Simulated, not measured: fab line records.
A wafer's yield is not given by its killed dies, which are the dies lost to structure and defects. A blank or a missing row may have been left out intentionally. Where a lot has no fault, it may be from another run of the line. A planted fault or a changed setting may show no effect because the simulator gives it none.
Check for tools in common ; flow sky130 ; 12 lots and 36 wafers in the sample

== REASON IT WAS OPENED ==
Of 12 lots, 2 have the reading FIELD_ISO_OXIDATION_01_THK flagged at SKY_FIELD_ISO_THK_MEAS_23. Fault-free wafers read 9.99 nm, with a standard deviation of 0.21.
Rule: a lot is flagged in two cases, either no wafer of it has a number, or all its wafers with numbers fall more than 4 standard deviations from that mean. The rest of the lots are taken to be sound.

lot;measured;on;FIELD_ISO_OXIDATION_01_THK (nm), wafer by wafer;flag
L379;day 2 11:10;film metro-01;9.85 9.96 10.14;
L381;day 2 19:20;film metro-04;9.95 9.93 9.79;
L382;day 3 02:38;film metro-03;9.96 9.92 9.99;
L383;day 3 13:30;film metro-01;10.08 10.05 10.06;
L384;day 3 13:31;film metro-04;10.00 9.92 9.91;
L386;day 3 20:20;film metro-04;10.04 9.72 9.73;
L389;day 4 12:03;film metro-03;9.85 9.76 9.81;
L391;day 4 21:03;film metro-01;10.06 10.14 10.02;
L396;day 5 23:04;film metro-04;4.20 4.06 3.96;FLAGGED
L400;day 6 20:41;film metro-03;4.33 4.29 4.35;FLAGGED
L401;day 7 03:36;film metro-03;10.34 10.27 10.42;
L402;day 7 08:58;film metro-04;10.49 10.38 10.58;
On average the flagged lots' numbers are 4.20 nm, which is -5.79 nm against the usual, or -28 standard deviations.

== TOOL THAT RAN EACH LOT ==
The record keeps 1 process step preceding the reading, out of 708 steps on the route. Read each cell as the tool, then ch plus the chambers that the sampled wafers visited, then the start.
lot;flag;SKY_FIELD_ISO_OXIDATION_22
L379;;furnace-02 ch 0, day 2 09:59
L381;;furnace-01 ch 0, day 2 18:10
L382;;furnace-02 ch 0, day 3 01:28
L383;;furnace-01 ch 0, day 3 12:19
L384;;furnace-01 ch 0, day 3 12:19
L386;;furnace-01 ch 0, day 3 19:09
L389;;furnace-01 ch 0, day 4 10:53
L391;;furnace-01 ch 0, day 4 19:52
L396;FLAGGED;furnace-02 ch 0, day 5 21:53
L400;FLAGGED;furnace-02 ch 0, day 6 19:29
L401;;furnace-01 ch 0, day 7 02:26
L402;;furnace-01 ch 0, day 7 07:47
These steps, and what they do:
- SKY_FIELD_ISO_OXIDATION_22: stabilise 600 s, purge 300 s, target thk 10 nm.
- SKY_FIELD_ISO_THK_MEAS_23

== FLAGGED OVER TOTAL, TOOL BY TOOL (the gauges that took the reading come last) ==
step;tool;lots run;flagged;share of the flagged lots;sound lots run after its first flagged lot
SKY_FIELD_ISO_OXIDATION_22;furnace-01;8;0;none;-
SKY_FIELD_ISO_OXIDATION_22;furnace-02;4;2;all;0
SKY_FIELD_ISO_THK_MEAS_23;film metro-01;3;0;none;-
SKY_FIELD_ISO_THK_MEAS_23;film metro-03;4;1;some;1 (L401)
SKY_FIELD_ISO_THK_MEAS_23;film metro-04;5;1;some;1 (L402)

== WHAT THE TABLE ALLOWS ==
1 row of the table ran every flagged lot: furnace-02 at SKY_FIELD_ISO_OXIDATION_22.
- furnace-02 at SKY_FIELD_ISO_OXIDATION_22 ran 4 lots, 2 of them flagged. A fault beginning between L382 (day 3 01:28), its last sound lot, and L396 (day 5 21:53), its first flagged one, fits the data.
Just one tool remains: furnace-02 at SKY_FIELD_ISO_OXIDATION_22.

== WHAT THE SIMULATOR HAD PUT IN ==
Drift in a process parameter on furnace-02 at SKY_FIELD_ISO_OXIDATION_22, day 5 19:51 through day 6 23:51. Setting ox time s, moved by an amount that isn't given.
Shown lots that were struck: L396, L400. The rule given above showed the same thing.
